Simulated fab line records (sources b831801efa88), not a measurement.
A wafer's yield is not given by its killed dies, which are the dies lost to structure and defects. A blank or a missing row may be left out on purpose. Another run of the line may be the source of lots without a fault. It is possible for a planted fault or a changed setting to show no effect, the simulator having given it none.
Which tool is to blame?	flow gf180mcu	12 lots with 36 wafers sampled at 6 steps, on a route of 602 steps

== WHAT THE GAUGES SHOWED, per wafer ==
GF_HV_LDD_TW_MEAS_11. Usual: HV_LDD_TW typically reads 2412, with standard deviation 18.
lot	measured	on	HV_LDD_TW	flag
L472	day 10 01:17	filmMetro-01	2398 2387 2398	
L473	day 10 07:50	filmMetro-01	2394 2393 2383	
L477	day 11 15:32	filmMetro-04	2439 2438 2437	
L484	day 13 15:56	filmMetro-04	2424 2411 2392	
L486	day 14 10:11	filmMetro-01	2405 2405 2388	
L488	day 14 20:04	filmMetro-02	2425 2429 2435	
L489	day 15 03:06	filmMetro-01	2396 2401 2395	
L490	day 15 09:50	filmMetro-01	2398 2400 2401	
L492	day 16 05:44	filmMetro-02	2446 2439 2423	
L493	day 16 12:20	filmMetro-04	2412 2407 2390	
L494	day 16 15:33	filmMetro-01	2404 2400 2411	
L495	day 17 07:26	filmMetro-01	2423 2415 2405	

GF_HV_LDD_THK_MEAS_57. Usual: HV_LDD_CVD_56_THK typically reads 90.1 nm, with standard deviation 0.82.
lot	measured	on	HV_LDD_CVD_56_THK (nm)	flag
L472	day 12 11:43	filmMetro-04	90.0 89.5 89.9	
L473	day 12 19:18	filmMetro-02	90.9 91.0 91.5	
L477	day 14 05:36	filmMetro-02	110.8 111.0 110.9	OFF
L484	day 16 12:42	filmMetro-04	91.4 91.2 90.9	
L486	day 17 07:20	filmMetro-02	90.3 90.3 90.3	
L488	day 17 18:28	filmMetro-04	89.7 90.3 89.7	
L489	day 18 03:15	filmMetro-02	90.6 90.5 90.2	
L490	day 18 09:50	filmMetro-04	90.6 91.2 90.6	
L492	day 19 07:51	filmMetro-01	90.7 91.1 90.5	
L493	day 19 15:42	filmMetro-02	90.6 90.4 90.3	
L494	day 19 19:59	filmMetro-01	89.8 89.6 90.2	
L495	day 20 12:14	filmMetro-02	89.3 89.2 89.0	

GF_PSD_CD_MEAS_07 targets a cd of 400 nm. Usual: cdNm reads 399.2 nm (standard deviation 1.9).
lot	measured	on	cdNm (nm)	flag
L472	day 14 03:24	cdSem-02	400.2 398.3 398.0	
L473	day 14 11:37	cdSem-02	399.7 399.6 397.9	
L477	day 16 00:20	cdSem-02	398.8 396.8 397.7	
L484	day 18 11:44	cdSem-01	402.0 403.8 401.6	
L486	day 19 07:17	cdSem-02	396.4 397.1 397.1	
L488	day 19 18:19	cdSem-02	396.8 399.4 396.4	
L489	day 20 04:38	cdSem-01	403.1 399.1 400.2	
L490	day 20 11:25	cdSem-01	397.1 397.8 398.8	
L492	day 21 08:43	cdSem-01	400.5 400.4 398.9	
L493	day 21 16:34	cdSem-02	396.0 398.6 397.8	
L494	day 21 20:34	cdSem-02	396.4 399.8 397.9	
L495	day 22 12:52	cdSem-02	396.7 397.8 396.5	

== WHICH TOOL RAN EACH LOT (tool, then ch and the chambers of the sampled wafers, then the start) ==
lot	GF_HV_LDD_STRIP_49	GF_HV_LDD_CVD_56	GF_HV_LDD_ETCHBACK_58
L472	plasmaAsher-03 ch 0, day 12 08:47	lpcvd-01 ch 0, day 12 10:16	rieDiel-01 ch 0,3, day 12 11:46
L473	plasmaAsher-03 ch 0,1, day 12 16:23	lpcvd-02 ch 0, day 12 17:52	rieDiel-01 ch 1,2,3, day 12 19:21
L477	plasmaAsher-02 ch 0,1, day 14 02:41	lpcvd-02 ch 0, day 14 04:10	rieDiel-04 ch 0,1,3, day 14 05:40
L484	plasmaAsher-04 ch 0,1, day 16 09:44	lpcvd-01 ch 0, day 16 11:16	rieDiel-04 ch 1,2,3, day 16 12:46
L486	plasmaAsher-02 ch 0,1, day 17 04:26	lpcvd-02 ch 1, day 17 05:55	rieDiel-01 ch 1,2,3, day 17 07:24
L488	plasmaAsher-04 ch 0,1, day 17 15:34	lpcvd-02 ch 1, day 17 17:01	rieDiel-01 ch 0,1,3, day 17 18:30
L489	plasmaAsher-02 ch 0,1, day 18 00:20	lpcvd-01 ch 1, day 18 01:49	rieDiel-04 ch 0,3, day 18 03:18
L490	plasmaAsher-02 ch 0,1, day 18 06:55	lpcvd-02 ch 0, day 18 08:25	rieDiel-01 ch 1,2,3, day 18 09:54
L492	plasmaAsher-03 ch 0,1, day 19 04:13	lpcvd-01 ch 1, day 19 05:43	rieDiel-01 ch 0,2, day 19 07:55
L493	plasmaAsher-03 ch 0,1, day 19 12:17	lpcvd-01 ch 0, day 19 14:17	rieDiel-01 ch 0,2,3, day 19 15:46
L494	plasmaAsher-02 ch 0,1, day 19 15:52	lpcvd-02 ch 0, day 19 17:49	rieDiel-02 ch 0,1,3, day 19 20:02
L495	plasmaAsher-02 ch 0,1, day 20 08:49	lpcvd-02 ch 1, day 20 10:49	rieDiel-04 ch 1,2,3, day 20 12:18
- GF_HV_LDD_STRIP_49: strips in O2/N2.
- GF_HV_LDD_CVD_56: deposits Si3N4 from DCS/NH3, target thk 90 nm, time 1543 s.
- GF_HV_LDD_ETCHBACK_58: etches Si3N4 in CH3F/O2, stops on SiO2, time 100 s, target depth 90 nm.

== AS READ BY THE TOOLS THEMSELVES (means over the sampled wafers that have a number; for cases with no such wafer, the mark the record gives instead) ==
GF_HV_LDD_STRIP_49. Usual: drypumpMotorCurrentA 5.5 A, standard deviation 0.45; heaterPowerW 335 W, standard deviation 24; oesProductAu 0.716 a.u., standard deviation 0.0046; stripTimeToEndpointS 12.64 s, standard deviation 0.031.
lot	tool	drypumpMotorCurrentA (A)	heaterPowerW (W)	oesProductAu (a.u.)	stripTimeToEndpointS (s)	flag
L472	plasmaAsher-03	6.6	303	0.717	12.66	
L473	plasmaAsher-03	5.8	342	0.715	12.67	
L477	plasmaAsher-02	5.2	315	0.717	12.66	
L484	plasmaAsher-04	5.3	362	0.714	12.59	
L486	plasmaAsher-02	5.3	325	0.718	12.64	
L488	plasmaAsher-04	5.3	355	0.719	12.69	
L489	plasmaAsher-02	5.2	317	0.715	12.66	
L490	plasmaAsher-02	5.2	315	0.719	12.64	
L492	plasmaAsher-03	5.7	343	0.720	12.67	
L493	plasmaAsher-03	5.8	342	0.711	12.67	
L494	plasmaAsher-02	5.2	321	0.719	12.61	
L495	plasmaAsher-02	5.2	321	0.713	12.65	

GF_HV_LDD_CVD_56. Usual: pressureMtorr 250.0 mTorr, standard deviation 0.53; spikeTcLowerC 769.9 C, standard deviation 1.2; spikeTcTopC 783.3 C, standard deviation 1.1; zonePowerUpperPct 13.3 %, standard deviation 1.1.
lot	tool	pressureMtorr (mTorr)	spikeTcLowerC (C)	spikeTcTopC (C)	zonePowerUpperPct (%)	flag
L472	lpcvd-01	250.0	769.8	782.8	13.5	
L473	lpcvd-02	250.6	768.5	783.1	12.0	
L477	lpcvd-02	250.4	769.0	784.8	11.9	
L484	lpcvd-01	249.7	770.5	782.9	13.7	
L486	lpcvd-02	249.9	771.4	782.9	14.8	
L488	lpcvd-02	250.6	771.0	783.3	14.9	
L489	lpcvd-01	250.1	769.6	784.7	13.0	
L490	lpcvd-02	249.8	769.8	782.9	12.0	
L492	lpcvd-01	250.2	769.9	783.2	13.0	
L493	lpcvd-01	249.7	770.6	782.1	13.6	
L494	lpcvd-02	250.3	768.4	783.2	11.9	
L495	lpcvd-02	250.3	771.0	782.2	14.7	

GF_HV_LDD_ETCHBACK_58. Usual: drypumpMotorCurrentA 5.5 A, standard deviation 0.42; oesProductAu 0.843 a.u., standard deviation 0.0061; throttleValvePct 10.561 %, standard deviation 0.0091.
lot	tool	drypumpMotorCurrentA (A)	oesProductAu (a.u.)	throttleValvePct (%)	flag
L472	rieDiel-01	5.7	0.838	10.560	
L473	rieDiel-01	5.6	0.848	10.562	
L477	rieDiel-04	5.6	0.947	10.579	OFF
L484	rieDiel-04	5.6	0.848	10.562	
L486	rieDiel-01	5.6	0.842	10.552	
L488	rieDiel-01	5.6	0.845	10.556	
L489	rieDiel-04	5.4	0.845	10.565	
L490	rieDiel-01	5.6	0.847	10.565	
L492	rieDiel-01	5.0	0.848	10.562	
L493	rieDiel-01	5.4	0.842	10.570	
L494	rieDiel-02	5.8	0.837	10.559	
L495	rieDiel-04	5.6	0.838	10.551	

== THE ANSWER, worked out from the rows above alone ==
Rule: a lot is off if the mean of its wafers that have a number lies more than 3 standard deviations from the usual mean. Also off: a lot with no number at a reading for which 4 or more lots have one. Any other lot the step has rows for is counted as sound. Order of review: gauges by route order, followed by the tools' own readings, for which a lot's mean as printed above is used. The first step at which some lot is off is used, and at that step the reading that is off furthest; a lot without a number counts as furthest.
Off: L477, seen at GF_HV_LDD_THK_MEAS_57 (HV_LDD_CVD_56_THK).
If a tool, at a process step before that reading, ran all the lots that are off and no sound lot after the first of them, it fits. The gauges at GF_HV_LDD_THK_MEAS_57 aren't tried: what is off there is off at GF_HV_LDD_ETCHBACK_58 too, on other tools, and a gauge's error can't cause that. Of those tried, none fits.

== WHAT THE SIMULATOR HAD PUT IN ==
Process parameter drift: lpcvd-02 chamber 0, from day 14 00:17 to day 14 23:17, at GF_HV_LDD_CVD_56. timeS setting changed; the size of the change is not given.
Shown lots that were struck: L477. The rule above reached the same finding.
